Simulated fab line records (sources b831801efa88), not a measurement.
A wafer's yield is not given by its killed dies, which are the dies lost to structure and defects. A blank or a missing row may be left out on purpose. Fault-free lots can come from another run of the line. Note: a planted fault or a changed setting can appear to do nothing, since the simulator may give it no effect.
Split-lot trial ; flow sfq line ; 23 wafers read across 5 lots, on a route 325 steps long

SPLIT DETAILS
At SFQ_TRILAYER_I1_VIA_LITHO_COAT_054 (resist thk 62 nm), the setting spin rpm was moved away from the recipe's 3000 rpm on 7 of the 23 wafers read, by -6.2% to -4.0%. This setting was run at the recipe's value on the other wafers.

The reading is taken at the split's own step.

THE READING
BARC_of_TRILAYER_I1_VIA_LITHO_COAT_054.thk nm (the simulator's own value, which no gauge read), in nm, at SFQ_TRILAYER_I1_VIA_LITHO_COAT_054 (resist thk 62 nm). The file does not state a usual value for it. Here, 16 wafers ran the recipe; their average is 61.83 nm with a standard deviation of 0.1 nm.

wafer;tool, chamber at the split;spin rpm as run, rpm;against the recipe;BARC_of_TRILAYER_I1_VIA_LITHO_COAT_054.thk nm, nm;against lot-mates on the recipe
L074.1;litho track-02, 0;2815;-6.2%;63.73;+1.96
L074.3;litho track-02, 0;3000;recipe;61.78;-
L074.4;litho track-02, 0;2815;-6.2%;63.61;+1.84
L074.5;litho track-02, 0;3000;recipe;61.67;-
L074.6;litho track-02, 0;3000;recipe;61.86;-
L079.2;litho track-01, 0;3000;recipe;61.67;-
L079.3;litho track-01, 0;3000;recipe;61.94;-
L079.4;litho track-01, 0;2837;-5.4%;63.55;+1.75
L079.5;litho track-01, 0;2837;-5.4%;63.42;+1.62
L079.6;litho track-01, 0;3000;recipe;61.78;-
L081.2;litho track-04, 0;3000;recipe;61.85;-
L081.3;litho track-04, 0;3000;recipe;61.86;-
L081.4;litho track-04, 0;3000;recipe;61.92;-
L082.2;litho track-02, 0;3000;recipe;61.85;-
L082.3;litho track-02, 0;3000;recipe;61.92;-
L082.4;litho track-02, 0;3000;recipe;61.89;-
L082.5;litho track-02, 0;3000;recipe;61.69;-
L082.6;litho track-02, 0;3000;recipe;61.71;-
L083.1;litho track-02, 0;2881;-4.0%;63.32;+1.41
L083.2;litho track-02, 0;2881;-4.0%;63.27;+1.37
L083.3;litho track-02, 0;2881;-4.0%;63.11;+1.20
L083.4;litho track-02, 0;3000;recipe;62.03;-
L083.6;litho track-02, 0;3000;recipe;61.78;-

FIT RESULTS
A straight line over all 23 wafers: BARC_of_TRILAYER_I1_VIA_LITHO_COAT_054.thk nm changes by -0.314 nm for each +1% of spin rpm; r = -0.99; the points scatter about the line by 0.12 nm.
The same after taking each lot's own level away (the mean of its wafers on the recipe; 23 wafers): -0.315 nm for each +1%; r = -0.99; scatter 0.097 nm.
That fit puts the effect of the largest move of spin rpm on the reading at 1.9 nm.
The span of the lots' own levels, 61.770 to 61.905 nm, comes to 1.3 times the standard deviation stated above.
The two slopes agree, so the slope changes little with the lot-to-lot level.
Check: +1.94 nm against its lot-mates is what the line predicts for one of the wafers moved furthest among these (-6.2%) when that wafer is left out of the fit. It came out at +1.96 nm against them.

THESE WAFERS: OTHER SPLITS
These wafers also went through other splits before the reading. Each is held against what the fit with the lots' levels taken away leaves over:
other split on the same wafers;wafers away from the commonest value;r with BARC_of_TRILAYER_I1_VIA_LITHO_COAT_054.thk nm (lot level and that fit taken away)
SFQ_TRILAYER_INCOMING_OXIDATION_002 ox time s;15;+0.21
SFQ_TRILAYER_L0_LITHO_PEB_008 peb time s;5;+0.37
SFQ_TRILAYER_L0_BARC_OPEN_METAL_ETCH_010 icp w;8;-0.30
SFQ_TRILAYER_L0_VIA_LITHO_COAT_018 resist thk nm;8;-0.06
SFQ_TRILAYER_M0_LITHO_EXPOSE_022 dose mj;7;+0.09
SFQ_TRILAYER_I0_VIA_LITHO_COAT_036 spin rpm;7;-0.03
SFQ_TRILAYER_M1_DEP_SPUTTER_037 time s;8;-0.05
SFQ_TRILAYER_M1_LITHO_EXPOSE_040 dose mj;2;+0.35

THE FILE'S OWN FIT
BARC_of_TRILAYER_I1_VIA_LITHO_COAT_054.thk nm changes by -0.314 nm for each +1% of spin rpm, r = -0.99.
